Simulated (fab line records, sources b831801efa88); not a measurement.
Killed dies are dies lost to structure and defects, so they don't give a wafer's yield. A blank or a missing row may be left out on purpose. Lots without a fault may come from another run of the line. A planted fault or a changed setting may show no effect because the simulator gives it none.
A struck lot beside a sound one | flow sky130 | 21 steps out of a route of 708
Sound: wafers L202.2, L202.3, L202.5. Struck: wafer L222.6. (L222.3, L222.4 of the same lot were not struck and are left out.) The cause comes at the end.
At each step with rows: each side's tool, then ch and its chambers, then its first start. Under that, the readings that differ: sound wafers | struck wafers | difference of the means | sigmas: that difference in standard deviations of wafers without a fault.
alike: readings whose means differ by less than 2 such deviations, and words and numbers that are the same on both sides. not compared: withheld readings, readings that some wafer has no value for, bounds like >300 that may hide the same value, and numbers for which the record gives no deviation and whose values overlap.
The two part at a step that has a row with sigmas, a row that says differs or no value, or rows on one side only. Numbers that don't overlap but have no deviation are shown without sigmas and don't part them. A reading that every wafer of one side lacks parts them only if that side has two wafers or more.

SKY_METAL1_SPUTTER_00: material Ti, target thk 15 nm, time 10 s.
  sound on pvd_sputter-01, day 31 10:12; struck on pvd_sputter-02, day 37 19:26
  alike: throttle_valve_pct
then, 1 step without rows for these wafers: SKY_METAL1_SPUTTER_01 (material TiN, target thk 20 nm, time 16.7 s).
SKY_METAL1_SPUTTER_02: material AlCu, target thk 250 nm, time 13.3 s.
  sound on pvd_sputter-01, day 31 10:15; struck on pvd_sputter-02, day 37 19:29
  alike: throttle_valve_pct
SKY_METAL1_SPUTTER_03: material Ti, target thk 5 nm, time 3.3 s.
  sound on pvd_sputter-01, day 31 10:17; struck on pvd_sputter-02, day 37 19:31
  alike: throttle_valve_pct
then, 1 step without rows for these wafers: SKY_METAL1_SPUTTER_04 (material TiN, target thk 70 nm, time 58.3 s).
SKY_METAL1_RS_MEAS_05: measures by four-point-probe.
  sound on film_metro-01, day 31 10:22; struck on film_metro-03, day 37 19:37
  reading                 | sound                | struck | difference | sigmas
  METAL1_ALCU_RS (ohm/sq) | 0.1268 0.1279 0.1270 | 0.1232 | -0.0040    | -3
SKY_METAL1_THK_MEAS_06: measures by xrf.
  sound on film_metro-01, day 31 10:28; struck on film_metro-03, day 37 19:43
  reading              | sound       | struck | difference | sigmas
  METAL1_ALCU_THK (nm) | 256 251 252 | 260    | +7         | +2
then, 5 steps without rows for these wafers: SKY_METAL1_DEHYDRATE_07 (time 60 s); SKY_METAL1_HMDS_08 (prime time 60 s); SKY_METAL1_COAT_09 (resist thk 60 nm); SKY_METAL1_COAT_10 (resist thk 450 nm); SKY_METAL1_SOFTBAKE_11 (time 90 s).
SKY_METAL1_EXPOSE_12: exposes mask MM1, target cd 140 nm.
  sound on krf_scanner-01 ch 0, day 32 00:46; struck on krf_scanner-02 ch 0, day 38 08:04
  alike: mask, focus_offset_nm
then, 2 steps without rows for these wafers: SKY_METAL1_PEB_13; SKY_METAL1_DEVELOP_14 (develop time 60 s).
SKY_METAL1_CD_MEAS_15: target cd 140 nm.
  sound on cd_sem-01, day 32 13:29; struck on cd_sem-01, day 38 20:29
  reading    | sound             | struck | difference | sigmas
  cd_nm (nm) | 140.4 139.7 139.3 | 101.2  | -38.6      | -32
  not compared: hold
SKY_METAL1_OVL_MEAS_16:
  sound on overlay-02, day 32 13:36; struck on overlay-02, day 38 22:45
  reading | sound | struck                   | difference                   | sigmas
  hold    | - - - | await_dispo/2.2h/release | no value on the sound wafers |
  alike: METAL1_OVL
SKY_METAL1_DESCUM_17: chemistry O2, time 8 s.
  sound on rie_metal-02 ch 0,1, day 32 13:38; struck on rie_metal-03 ch 0, day 38 22:47
  reading                 | sound             | struck | difference | sigmas
  oes_product_au (a.u.)   | 1.017 1.019 1.012 | 0.998  | -0.018     | -2
  model.METAL1.cd_nm (nm) | 140.3 139.2 139.7 | 100.6  | -39.1      |
  alike: drypump_motor_current_A
  not compared: rf_hours_counter_h
SKY_METAL1_ETCH_18: etches BARC in N2/H2, stops on SiO2, time 45.9 s, target depth 60 nm.
  sound on rie_metal-02 ch 0,1, day 32 13:40; struck on rie_metal-03 ch 0, day 38 22:50
  alike: drypump_motor_current_A, oes_product_au, throttle_valve_pct
  not compared: rf_hours_counter_h
SKY_METAL1_METAL_ETCH_19: etches the open film in Cl2/BCl3, stops on SiO2, target depth 360 nm, time 78 s.
  sound on rie_metal-02 ch 0,1, day 32 13:43; struck on rie_metal-03 ch 0, day 38 22:54
  reading                 | sound             | struck | difference | sigmas
  model.METAL1.cd_nm (nm) | 139.5 140.2 140.8 | 100.4  | -39.8      |
  alike: drypump_motor_current_A, oes_product_au, throttle_valve_pct
  not compared: rf_hours_counter_h
SKY_METAL1_STRIP_20: strips in O2/N2.
  sound on plasma_asher-01 ch 0,1, day 32 13:49; struck on plasma_asher-02 ch 1, day 38 23:00
  reading                     | sound          | struck | difference | sigmas
  drypump_motor_current_A (A) | 5.91 5.93 5.93 | 5.54   | -0.38      | -2
  alike: oes_product_au, strip_time_to_endpoint_s
  not compared: rf_hours_counter_h

WHERE THEY PART
First at SKY_METAL1_RS_MEAS_05; last, within this record, at SKY_METAL1_STRIP_20.

WHY: what the simulator had put in
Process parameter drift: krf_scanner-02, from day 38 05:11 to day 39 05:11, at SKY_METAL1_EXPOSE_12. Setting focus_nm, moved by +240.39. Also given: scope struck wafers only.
